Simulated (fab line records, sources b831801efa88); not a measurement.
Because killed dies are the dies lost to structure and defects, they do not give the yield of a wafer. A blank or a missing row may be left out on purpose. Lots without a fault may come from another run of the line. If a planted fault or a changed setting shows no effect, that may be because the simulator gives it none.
fab line records    flow sky130
record: lots: 7  wafers: 21  last-day: 50
route steps=708 shown POLY_GATE@235 LDD_N@237 LDD_P@255 PAD_OPEN@708
lots that met no fault: taken from a fault-free run of the same line
start-h: hours from the record's opening day to when the first of the lot's shown wafers began    wait-h: hours from the lot's prior step to this one    " unchanged from the row above    L1.1+2: a row that stands for several wafers    - either no value or no given start    * or withheld: withheld    < > ~ a bound
route shown NAME@n: names a module that has steps shown in the file, with the first one's number in the route    usual: mean/standard deviation taken from wafers without a fault    same: alike in all rows    chamber/n: place in a boat    sites: the reading at each site    _std_site: their standard deviation    _edge_site: inner sites' mean taken away from outer sites' mean    radius-mm: how far each site lies from the wafer's centre    mask NAME#n: copy n    behind: the last tool/chamber to shape the wafer    hold: why the lot went on hold/how many hours it stayed there/how the hold came to an end    device: names the non-switching transistor (n, p or np)    end of line: the route-end tests of the same wafers    a step without rows: its recipe alone    killed: dies lost to structure and defects at the first sort, not the wafer's yield    map: per-die view of a wafer (x killed, . not killed, _ where there is no die)
set.NAME: the setting the step ran with; set.NAME@STEP: the setting that earlier step ran with    model.NAME: the simulator's own value behind a step, which no gauge read
a table for each step, a row for each wafer; lots at some steps of the route
services: a tool's chamber out of use, with start hour (start-h, from the record's first day; less than 0 if before it), hours out, and reason
== steps ==
step: SKY_POLY_GATE_THK_MEAS_21
recipe: reads: SiO2_of_POLY_GATE_OXIDATION_20
usual: POLY_GATE_OXIDATION_THK: 4.08/0.077
lot.wafer  tool           chamber  start-h  wait-h  POLY_GATE_OXIDATION_THK[nm]
L248.1     film-metro-01  -        387.83   0.0     4.13
L248.3     "              -        "        "       4.11
L248.6     "              -        "        "       3.98
L250.1     film-metro-01  -        409.87   0.0     4.14
L250.2     "              -        "        "       4.11
L250.4     "              -        "        "       4.11
L256.1     film-metro-03  -        463.83   0.0     4.08
L256.3     "              -        "        "       4.08
L256.4     "              -        "        "       4.12
L261.2     film-metro-04  -        506.09   0.0     4.07
L261.3     "              -        "        "       4.14
L261.4     "              -        "        "       4.06
L263.1     film-metro-04  -        520.33   0.0     4.21
L263.3     "              -        "        "       4.12
L263.5     "              -        "        "       4.16
L266.1     film-metro-01  -        551.98   0.0     3.91
L266.2     "              -        "        "       3.89
L266.5     "              -        "        "       3.98
L269.1     film-metro-03  -        594.29   0.0     3.99
L269.2     "              -        "        "       4.06
L269.4     "              -        "        "       4.07
step: SKY_POLY_GATE_CD_MEAS_22
usual: cd-nm: 150.1/2.2
lot.wafer  tool       chamber  start-h  wait-h  cd-nm
L248.1     cd-sem-02  -        387.89   0.1     151.2
L248.3     "          -        "        "       146.1
L248.6     "          -        "        "       148.2
L250.1     cd-sem-02  -        409.93   0.1     149.0
L250.2     "          -        "        "       154.2
L250.4     "          -        "        "       151.7
L256.1     cd-sem-01  -        463.89   0.1     150.9
L256.3     "          -        "        "       149.9
L256.4     "          -        "        "       152.9
L261.2     cd-sem-01  -        506.17   0.1     149.4
L261.3     "          -        "        "       149.0
L261.4     "          -        "        "       151.0
L263.1     cd-sem-02  -        520.39   0.1     149.1
L263.3     "          -        "        "       151.6
L263.5     "          -        "        "       151.4
L266.1     cd-sem-02  -        552.04   0.1     150.1
L266.2     "          -        "        "       149.6
L266.5     "          -        "        "       149.0
L269.1     cd-sem-02  -        594.35   0.1     149.6
L269.2     "          -        "        "       151.7
L269.4     "          -        "        "       153.5
step: SKY_LDD_N_DEHYDRATE_00
recipe: temp-c: 200  time-s: 60
step: SKY_LDD_N_HMDS_01
recipe: prime-time-s: 60  prime-temp-c: 120
step: SKY_LDD_N_COAT_02
recipe: resist: NOVOLAK  spin-rpm: 3000  resist-thk-nm: 300
step: SKY_LDD_N_SOFTBAKE_03
recipe: temp-c: 90  time-s: 60  resist: NOVOLAK
step: SKY_LDD_N_EXPOSE_04
recipe: mask-id: NTM  target-cd-nm: 840  na: 0.6  source-shape: conventional  sigma-outer: 0.6  dose-mj: 110
step: SKY_LDD_N_PEB_05
recipe: temp-c: withheld  time-s: *  resist: NOVOLAK
step: SKY_LDD_N_DEVELOP_06
recipe: develop-time-s: 60  dev-temp-c: 23
step: SKY_LDD_N_OVL_MEAS_07
usual: LDD_N_OVL: 0.0/1.3
lot.wafer  tool        chamber  start-h  wait-h  LDD_N_OVL[nm]
L248.1     overlay-02  -        417.33   0.1     -2.3
L248.3     "           -        "        "       -1.6
L248.6     "           -        "        "       1.5
L250.1     overlay-02  -        440.38   0.1     -0.6
L250.2     "           -        "        "       0.3
L250.4     "           -        "        "       -1.9
L256.1     overlay-01  -        495.34   0.1     -0.1
L256.3     "           -        "        "       -1.5
L256.4     "           -        "        "       0.5
L261.2     overlay-02  -        535.99   0.1     -0.6
L261.3     "           -        "        "       1.3
L261.4     "           -        "        "       -1.9
L263.1     overlay-02  -        549.78   0.1     -1.7
L263.3     "           -        "        "       -0.3
L263.5     "           -        "        "       0.5
L266.1     overlay-01  -        581.83   0.1     1.5
L266.2     "           -        "        "       0.6
L266.5     "           -        "        "       0.4
L269.1     overlay-02  -        623.18   0.1     1.8
L269.2     "           -        "        "       2.7
L269.4     "           -        "        "       2.0
step: SKY_LDD_N_IMPLANT_08
recipe: species: As  energy-kev: 20  dose-cm2: 7.5e+13  tilt-deg: withheld  rotation-deg: 23
step: SKY_LDD_N_IMPLANT_09
recipe: species: As  energy-kev: 20  dose-cm2: 7.5e+13  tilt-deg: withheld  rotation-deg: 113
step: SKY_LDD_N_IMPLANT_10
recipe: species: As  energy-kev: 20  dose-cm2: 7.5e+13  tilt-deg: withheld  rotation-deg: 203
lot.wafer   tool          chamber  start-h  wait-h
L248.1+3+6  implanter-01  0        417.66   0.1
L248.1+3+6  implanter-01  0        417.98   0.3
L250.1+2+4  implanter-01  0        440.71   0.1
L250.1+2+4  implanter-01  0        441.03   0.3
L256.1+3+4  implanter-02  0        495.68   0.1
L256.1+3+4  implanter-02  0        495.99   0.3
L261.2+3+4  implanter-04  0        536.34   0.1
L263.1+3+5  implanter-01  0        550.12   0.1
L266.1+2+5  implanter-04  0        582.17   0.1
L269.1+2+4  implanter-02  0        623.51   0.1
step: SKY_LDD_N_IMPLANT_11
recipe: species: As  energy-kev: 20  dose-cm2: 7.5e+13  tilt-deg: withheld  rotation-deg: 293
step: SKY_LDD_N_IMPLANT_12
recipe: species: BF2  energy-kev: 50  dose-cm2: 5e+12  tilt-deg: 30  rotation-deg: 0
step: SKY_LDD_N_IMPLANT_13
recipe: species: BF2  energy-kev: 50  dose-cm2: 5e+12  tilt-deg: 30  rotation-deg: 90
step: SKY_LDD_N_IMPLANT_14
recipe: species: BF2  energy-kev: 50  dose-cm2: 5e+12  tilt-deg: 30  rotation-deg: 180
step: SKY_LDD_N_IMPLANT_15
recipe: species: BF2  energy-kev: 50  dose-cm2: 5e+12  tilt-deg: 30  rotation-deg: 270
step: SKY_LDD_N_STRIP_16
recipe: chemistry: O2/N2  power-w: 1400  pressure-mtorr: 1500  platen-temp-c: withheld  o2-flow-sccm: 3000  n2-flow-sccm: 300  overash-fraction: 0.5
usual: drypump-motor-current-A: 5.7/0.49  oes-product-au: 0.406/0.0046  strip-time-to-endpoint-s: 4.311/0.016
same: overash-fraction: 0.5
lot.wafer  tool             chamber  start-h  wait-h  drypump-motor-current-A  oes-product-au  rf-hours-counter-h  strip-time-to-endpoint-s
L248.1     plasma-asher-03  1        418.88   0.1     6.1                      0.405           70                  4.505
L248.3     "                1        "        "       6.1                      0.404           -                   4.527
L248.6     "                0        "        "       5.2                      0.413           -                   4.513
L250.1     plasma-asher-01  0        442.03   0.2     6.3                      0.403           1                   4.519
L250.2     "                1        "        "       5.7                      0.403           1                   4.532
L250.4     "                1        "        "       5.7                      0.409           -                   4.512
L256.1     plasma-asher-02  1        496.89   0.1     6.1                      0.402           37                  4.522
L256.3     "                1        "        "       6.1                      0.413           -                   4.515
L256.4     "                0        "        "       5.0                      0.406           -                   4.524
L261.2     plasma-asher-02  0        537.22   0.1     5.0                      0.408           41                  4.311
L261.3     "                1        "        "       6.1                      0.411           -                   4.320
L261.4     "                0        "        "       5.0                      0.409           -                   4.302
L263.1     plasma-asher-03  0        551.02   0.1     5.2                      0.404           83                  4.306
L263.3     "                0        "        "       5.2                      0.410           -                   4.302
L263.5     "                0        "        "       5.2                      0.409           -                   4.294
L266.1     plasma-asher-02  0        583.07   0.1     5.0                      0.399           46                  4.308
L266.2     "                1        "        "       6.1                      0.404           46                  4.289
L266.5     "                1        "        "       6.1                      0.404           -                   4.313
L269.1     plasma-asher-03  0        624.41   0.1     5.2                      0.408           91                  4.306
L269.2     "                1        "        "       6.1                      0.409           91                  4.335
L269.4     "                0        "        "       5.2                      0.406           -                   4.321
step: SKY_LDD_N_TW_MEAS_17
usual: LDD_N_TW: 2583/31
lot.wafer  tool           chamber  start-h  wait-h  LDD_N_TW
L248.1     film-metro-02  -        418.98   0.1     2718
L248.3     "              -        "        "       2707
L248.6     "              -        "        "       2710
L250.1     film-metro-02  -        442.13   0.1     2715
L250.2     "              -        "        "       2703
L250.4     "              -        "        "       2750
L256.1     film-metro-03  -        496.99   0.1     2631
L256.3     "              -        "        "       2644
L256.4     "              -        "        "       2645
L261.2     film-metro-04  -        537.33   0.1     2603
L261.3     "              -        "        "       2593
L261.4     "              -        "        "       2577
L263.1     film-metro-02  -        551.12   0.1     2605
L263.3     "              -        "        "       2587
L263.5     "              -        "        "       2602
L266.1     film-metro-03  -        583.17   0.1     2529
L266.2     "              -        "        "       2549
L266.5     "              -        "        "       2550
L269.1     film-metro-02  -        624.51   0.1     2590
L269.2     "              -        "        "       2601
L269.4     "              -        "        "       2598
step: SKY_LDD_P_DEHYDRATE_00
recipe: temp-c: 200  time-s: 60
step: SKY_PAD_OPEN_PROBE_99
usual: killed_at_M0_to_M3: 45/6.8  killed_at_M4_up: 3.1/2  killed-at-contacts: 23/5.2  killed-at-front-end: 14/3.7  killed-at-other: 0.3/0.61  killed-dies: 86/9  killed-open: 46/6.9  killed-short: 39/6.4
same: gross-dies: 492  killed-at-back-side: 0
lot.wafer  tool       chamber  start-h  wait-h  killed_at_M0_to_M3  killed_at_M4_up  killed-at-contacts  killed-at-front-end  killed-at-other  killed-dies  killed-open  killed-short  model.etest.tip-n.rs-ohm-sq  model.etest.nfet_01v8_swapped.vt-sat-v  model.etest.nfet_01v8_turned.vt-sat-v  model.etest.nfet_01v8_lvt.vt-v
L248.1     prober-01  -        1087.96  0.1     37                  3                27                  14                   2                83           50           32            394.5                        0.6561                                  0.6567                                 0.6175
L248.3     prober-01  -        1088.06  0.2     39                  2                25                  19                   0                85           40           45            390.8                        0.6503                                  0.6504                                 0.6219
L248.6     prober-01  -        1088.21  0.2     31                  6                16                  13                   0                66           32           33            389.5                        0.6501                                  0.6504                                 0.6167
L250.1     prober-01  -        1097.71  0.1     34                  5                22                  17                   0                78           36           42            396.3                        0.6485                                  0.6497                                 0.6121
L250.2     prober-01  -        1097.76  0.1     33                  1                26                  19                   0                79           49           29            393.9                        0.6589                                  0.662                                  0.6197
L250.4     prober-01  -        1097.86  0.2     44                  2                17                  25                   0                88           44           41            392.9                        0.6535                                  0.6549                                 0.6169
L256.1     prober-01  -        1134.00  0.1     39                  3                26                  15                   0                83           45           38            391.7                        0.6467                                  0.6517                                 0.6151
L256.3     prober-01  -        1134.10  0.2     41                  0                18                  13                   1                73           45           28            390.6                        0.6569                                  0.6638                                 0.6262
L256.4     prober-01  -        1134.15  0.2     58                  5                25                  16                   0                104          60           44            388.9                        0.6607                                  0.6602                                 0.6233
L261.2     prober-02  -        1156.61  0.1     44                  2                23                  11                   0                80           53           27            449.5                        0.6612                                  0.6692                                 0.6223
L261.3     prober-02  -        1156.66  0.2     34                  2                21                  22                   1                80           46           34            453.2                        0.6626                                  0.6605                                 0.6217
L261.4     prober-02  -        1156.71  0.2     40                  5                16                  17                   0                78           48           30            450.1                        0.6744                                  0.672                                  0.6314
L263.1     prober-02  -        1167.19  0.1     40                  0                22                  15                   1                78           46           32            446.3                        0.6701                                  0.6635                                 0.6306
L263.3     prober-02  -        1167.29  0.2     51                  2                27                  17                   0                97           55           42            443.5                        0.6647                                  0.6639                                 0.6198
L263.5     prober-02  -        1167.39  0.2     48                  3                26                  17                   0                94           51           42            448.3                        0.6711                                  0.667                                  0.6307
L266.1     prober-01  -        1187.63  0.1     45                  2                19                  20                   0                86           48           38            442.7                        0.6711                                  0.6726                                 0.6307
L266.2     prober-01  -        1187.68  0.1     44                  9                32                  19                   1                105          49           56            440.4                        0.6649                                  0.6628                                 0.6281
L266.5     prober-01  -        1187.83  0.2     55                  10               26                  10                   0                101          51           50            441.8                        0.6665                                  0.657                                  0.627
L269.1     prober-02  -        1209.11  0.1     41                  5                21                  12                   1                80           44           36            445.6                        0.6681                                  0.6674                                 0.6303
L269.2     prober-02  -        1209.16  0.1     45                  4                27                  13                   0                89           57           31            442.4                        0.6632                                  0.6603                                 0.6248
L269.4     prober-02  -        1209.26  0.2     57                  4                25                  16                   0                102          49           52            442.1                        0.6674                                  0.6646                                 0.6266
killed by level:class
L248.1 CONTACT:geometric-particle:open=11 VIA1:geometric-particle:open=9 POLY_GATE:geometric-particle:open=7 VIA3:geometric-particle:open=7 LI_CONTACT:geometric-particle:open=6 VIA2:geometric-particle:open=5 LI_CONTACT:geometric-particle:short=4 METAL1:geometric-particle:short=4
L248.3 CONTACT:geometric-particle:open=7 CONTACT:geometric-particle:short=7 VIA1:geometric-particle:open=7 POLY_GATE:geometric-particle:short=6 LI_CONTACT:geometric-particle:open=6 METAL2:geometric-particle:short=6 VIA3:geometric-particle:short=6 POLY_GATE:geometric-particle:open=5
L248.6 VIA1:geometric-particle:open=8 METAL1:geometric-particle:short=7 CONTACT:geometric-particle:open=7 LI_CONTACT:geometric-particle:open=4 VIA2:geometric-particle:open=4 VIA3:geometric-particle:short=4 METAL4:geometric-particle:short=4 POLY_GATE:geometric-particle:short=3
L250.1 VIA2:geometric-particle:open=8 CONTACT:geometric-particle:short=6 VIA1:geometric-particle:open=6 POLY_GATE:geometric-particle:open=5 LI_CONTACT:geometric-particle:short=5 LOCAL_INTERCONNECT:geometric-particle:short=5 VIA3:geometric-particle:open=5 FIELD_ISO:geometric-particle:short=3
L250.2 POLY_GATE:geometric-particle:open=8 CONTACT:geometric-particle:open=8 LI_CONTACT:geometric-particle:open=7 VIA3:geometric-particle:open=6 LOCAL_INTERCONNECT:geometric-particle:short=6 VIA2:geometric-particle:open=6 VIA1:geometric-particle:open=5 FIELD_ISO:geometric-particle:short=4
L250.4 VIA2:geometric-particle:open=8 VIA1:geometric-particle:open=8 METAL1:geometric-particle:short=6 POLY_GATE:geometric-particle:open=6 VIA1:geometric-particle:short=5 CONTACT:geometric-particle:open=5 METAL2:geometric-particle:short=4 POLY_GATE:geometric-particle:short=4
L256.1 CONTACT:geometric-particle:open=9 VIA1:geometric-particle:open=9 METAL1:geometric-particle:short=8 FIELD_ISO:geometric-particle:open=6 CONTACT:geometric-particle:short=6 LI_CONTACT:geometric-particle:short=5 LI_CONTACT:geometric-particle:open=5 VIA2:geometric-particle:open=5
L256.3 VIA1:geometric-particle:open=11 CONTACT:geometric-particle:open=8 VIA2:geometric-particle:open=8 LI_CONTACT:geometric-particle:open=6 METAL1:geometric-particle:short=4 VIA1:geometric-particle:short=4 POLY_GATE:geometric-particle:short=3 METAL3:geometric-particle:short=3
L256.4 CONTACT:geometric-particle:open=12 VIA1:geometric-particle:open=11 VIA3:geometric-particle:open=10 VIA2:geometric-particle:open=9 METAL2:geometric-particle:short=7 LI_CONTACT:geometric-particle:open=6 METAL1:geometric-particle:short=5 VIA1:geometric-particle:short=5
L261.2 VIA2:geometric-particle:open=10 VIA1:geometric-particle:open=10 LI_CONTACT:geometric-particle:open=7 CONTACT:geometric-particle:open=7 VIA3:geometric-particle:open=7 POLY_GATE:geometric-particle:open=6 CONTACT:geometric-particle:short=5 VIA1:geometric-particle:short=4
L261.3 VIA1:geometric-particle:open=10 LI_CONTACT:geometric-particle:open=9 POLY_GATE:geometric-particle:short=8 CONTACT:geometric-particle:open=7 FIELD_ISO:geometric-particle:open=5 CONTACT:geometric-particle:short=5 VIA3:geometric-particle:open=5 POLY_GATE:geometric-particle:open=4
L261.4 VIA2:geometric-particle:open=10 VIA3:geometric-particle:open=8 VIA1:geometric-particle:open=6 LI_CONTACT:geometric-particle:open=5 CONTACT:geometric-particle:open=5 POLY_GATE:geometric-particle:open=4 METAL1:geometric-particle:short=4 FIELD_ISO:geometric-particle:short=3
L263.1 CONTACT:geometric-particle:open=11 VIA1:geometric-particle:open=10 METAL2:geometric-particle:short=9 VIA2:geometric-particle:open=6 LI_CONTACT:geometric-particle:open=5 FIELD_ISO:geometric-particle:open=4 POLY_GATE:geometric-particle:open=4 METAL1:geometric-particle:short=4
L263.3 CONTACT:geometric-particle:open=11 VIA3:geometric-particle:short=10 VIA3:geometric-particle:open=10 LI_CONTACT:geometric-particle:open=8 FIELD_ISO:geometric-particle:short=7 VIA2:geometric-particle:open=7 VIA1:geometric-particle:open=7 POLY_GATE:geometric-particle:open=4
L263.5 CONTACT:geometric-particle:open=13 VIA1:geometric-particle:open=12 METAL1:geometric-particle:short=7 VIA2:geometric-particle:open=6 VIA3:geometric-particle:open=6 VIA3:geometric-particle:short=5 LI_CONTACT:geometric-particle:open=4 METAL2:geometric-particle:short=4
L266.1 METAL2:geometric-particle:short=10 VIA1:geometric-particle:open=9 CONTACT:geometric-particle:open=8 FIELD_ISO:geometric-particle:open=6 POLY_GATE:geometric-particle:open=6 LI_CONTACT:geometric-particle:short=5 VIA2:geometric-particle:open=5 METAL1:geometric-particle:short=4
L266.2 CONTACT:geometric-particle:open=10 VIA1:geometric-particle:open=8 METAL2:geometric-particle:short=8 LI_CONTACT:geometric-particle:open=7 METAL4:geometric-particle:short=7 FIELD_ISO:geometric-particle:short=6 POLY_GATE:geometric-particle:short=6 VIA2:geometric-particle:open=6
L266.5 VIA1:geometric-particle:open=13 VIA2:geometric-particle:open=9 VIA1:geometric-particle:short=8 METAL4:geometric-particle:short=7 CONTACT:geometric-particle:short=6 LI_CONTACT:geometric-particle:open=6 CONTACT:geometric-particle:open=6 VIA3:geometric-particle:open=6
L269.1 LI_CONTACT:geometric-particle:open=12 VIA3:geometric-particle:open=10 VIA2:geometric-particle:short=7 VIA1:geometric-particle:open=7 VIA3:geometric-particle:short=5 CONTACT:geometric-particle:open=4 METAL2:geometric-particle:short=4 FIELD_ISO:geometric-particle:open=3
L269.2 VIA3:geometric-particle:open=12 CONTACT:geometric-particle:open=11 VIA1:geometric-particle:open=11 FIELD_ISO:geometric-particle:open=6 LI_CONTACT:geometric-particle:open=6 LOCAL_INTERCONNECT:geometric-particle:short=5 VIA1:geometric-particle:short=5 VIA2:geometric-particle:open=5
L269.4 METAL2:geometric-particle:short=11 VIA1:geometric-particle:open=10 VIA2:geometric-particle:open=9 CONTACT:geometric-particle:open=8 VIA3:geometric-particle:open=7 FIELD_ISO:geometric-particle:short=5 LI_CONTACT:geometric-particle:open=5 LI_CONTACT:geometric-particle:short=5
== services ==
tool             chamber  start-h  hours  kind
plasma-asher-03  -        396.92   2.8    pm
plasma-asher-03  -        409.34   1.6    repair
plasma-asher-01  -        421.25   9.0    pm
plasma-asher-01  0        421.25   9.0    vent-cycle
plasma-asher-01  1        421.25   9.0    vent-cycle
implanter-02     -        424.09   6.1    repair
plasma-asher-01  0        430.25   -      clean
plasma-asher-01  1        430.25   -      clean
implanter-02     -        445.45   10.5   repair
implanter-02     -        469.34   3.8    pm
implanter-04     -        471.85   1.4    repair
implanter-02     -        480.03   0.6    repair
plasma-asher-03  -        485.90   5.9    repair
plasma-asher-02  -        514.41   2.8    pm
implanter-01     -        532.23   4.0    repair
implanter-02     -        541.21   40.7   pm
plasma-asher-01  -        545.91   7.1    repair
plasma-asher-02  -        581.25   0.8    repair
implanter-02     -        581.87   4.3    pm
plasma-asher-02  -        589.04   14.1   repair
implanter-04     -        589.46   1.2    repair
implanter-02     -        620.76   2.2    repair
== key ==
first-sign: step: SKY_LDD_N_IMPLANT_10  reading: visit  direction: added
effect: step: SKY_LDD_N_STRIP_16  reading: strip-time-to-endpoint-s  direction: up  sigmas: 13  usual: *  struck: *
effect: step: SKY_LDD_N_TW_MEAS_17  reading: LDD_N_TW  direction: up  sigmas: 3.5  usual: 2583  struck: 2691
model-effect: step: SKY_PAD_OPEN_PROBE_99  value: etest.tip-n.rs-ohm-sq  without: 446.6  struck: 392.1
met-at SKY_LDD_N_IMPLANT_10
struck-wafers L248.1,L248.3,L248.6,L250.1,L250.2,L250.4,L256.1,L256.3,L256.4
tester-left-out L248,L250,L256
fault: kind: repeated-step-whole  tool: implanter-01,implanter-02,implanter-04  chamber: -  onset-h: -  steps: SKY_LDD_N_IMPLANT_10  times: 1  scope: struck-lots-only
tester-left-out: of these lots the tester's yield and bins aren't shown, on N5 and GAA mostly nor the transistor test; their killed dies are dies lost to structure and defects alone, not to doping, threshold or leakage, so they don't give the yield
